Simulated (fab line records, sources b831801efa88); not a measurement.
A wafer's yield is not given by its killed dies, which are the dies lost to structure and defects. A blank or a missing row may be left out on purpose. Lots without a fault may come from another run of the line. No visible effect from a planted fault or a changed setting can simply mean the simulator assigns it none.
2 desks looking at one fault | flow sky130 | each desk holds nothing but its own numbers, with what lay behind them at the end

== DESK OF THE TOOL OWNER: rieDiel-03 ==
The tool's own readings at SKY_POLY_GATE_ETCH_16 (etches Si3N4 in CH3F/O2, stops on poly-Si, time 147.5 s, target depth 75 nm): means of the sampled wafers that have a number, for each lot that ran on this tool. If a lot's mean is further than 4 standard deviations from the usual mean, the lot is out of limits and carries the mark OUT (the distance appears in the brackets).
Columns: A = chamberPressureMTorr at SKY_POLY_GATE_ETCH_16, usual 24.999 mTorr; B = drypumpMotorCurrentA at SKY_POLY_GATE_ETCH_16, usual 5.7 A; C = oesProductAu at SKY_POLY_GATE_ETCH_16, usual 0.641 a.u.; D = rfFwdPowerW at SKY_POLY_GATE_ETCH_16, usual 398.2 W; E = throttleValvePct at SKY_POLY_GATE_ETCH_16, usual 10.535 %
lot  | first seen here | A      | B   | C     | D               | E
L796 | day 18 13:20    | 25.004 | 5.4 | 0.639 | 398.2           | 10.540
L795 | day 18 15:59    | 25.010 | 5.5 | 0.640 | 398.8           | 10.531
L800 | day 20 08:38    | 24.985 | 5.5 | 0.639 | 396.6           | 10.533
L809 | day 23 13:34    | 25.000 | 5.6 | 0.637 | 334.4 (-46) OUT | 10.541
L811 | day 24 02:30    | 25.006 | 5.8 | 0.642 | 335.3 (-45) OUT | 10.534
This desk's finding: out of limits on L809, L811; first on L809, day 23 13:34 (rfFwdPowerW at SKY_POLY_GATE_ETCH_16). Within limits: L796, L795, L800.

== THE METROLOGY DESK ==
Means of the sampled wafers that have a number, per lot and without regard to the tool the lot ran on: this is what the gauges read. If a lot's mean is further than 4 standard deviations from the usual mean, the lot is out of limits and carries the mark OUT (the distance appears in the brackets).
Columns: A = LDD_N_OVL at SKY_LDD_N_OVL_MEAS_07, usual -0.6 nm; B = cdNm at SKY_LDD_P_CD_MEAS_07, usual 379.9 nm; C = LDD_HVN_OVL at SKY_LDD_HVN_OVL_MEAS_07, usual -0.8 nm
lot  | first seen here | A    | B     | C
L790 | day 17 21:14    | -1.4 | 382.0 | -0.6
L791 | day 18 10:19    | -2.4 | 379.1 | 2.2
L792 | day 18 11:30    | -0.6 | 377.7 | -0.7
L793 | day 19 00:54    | 0.3  | 381.0 | -0.1
L794 | day 19 15:32    | 1.4  | 377.6 | -0.5
L795 | day 20 01:01    | -0.4 | 386.5 | -1.2
L796 | day 20 01:24    | -0.6 | 380.1 | -1.8
L798 | day 21 11:05    | 1.0  | 377.8 | -0.2
L800 | day 21 17:06    | -1.8 | 378.4 | -1.5
L801 | day 21 22:38    | -1.2 | 376.2 | 1.2
L809 | day 24 21:12    | -1.5 | 377.6 | 0.0
L811 | day 25 10:03    | -0.2 | 382.4 | -1.4
L813 | day 26 02:48    | -1.4 | 376.0 | -1.2
This desk's verdict: no lot among the 13 shows anything out of limits.

== TAKEN TOGETHER ==
An alarm could have come from the tool owner's desk at day 23 13:34, on L809, L811.
Nothing out of limits was seen by the metrology desk.
The metrology desk holds a record of L809, L811, inside its limits.
The lots listed all ran SKY_POLY_GATE_ETCH_16 on rieDiel-03.

== WHAT THE SIMULATOR HAD INSERTED ==
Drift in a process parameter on rieDiel-03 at SKY_POLY_GATE_ETCH_16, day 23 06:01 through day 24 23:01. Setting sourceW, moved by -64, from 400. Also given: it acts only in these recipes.
Shown lots that were struck: L809, L811.
Hours from the fault's start to each desk's first reading out of limits: the tool owner's desk, 8.
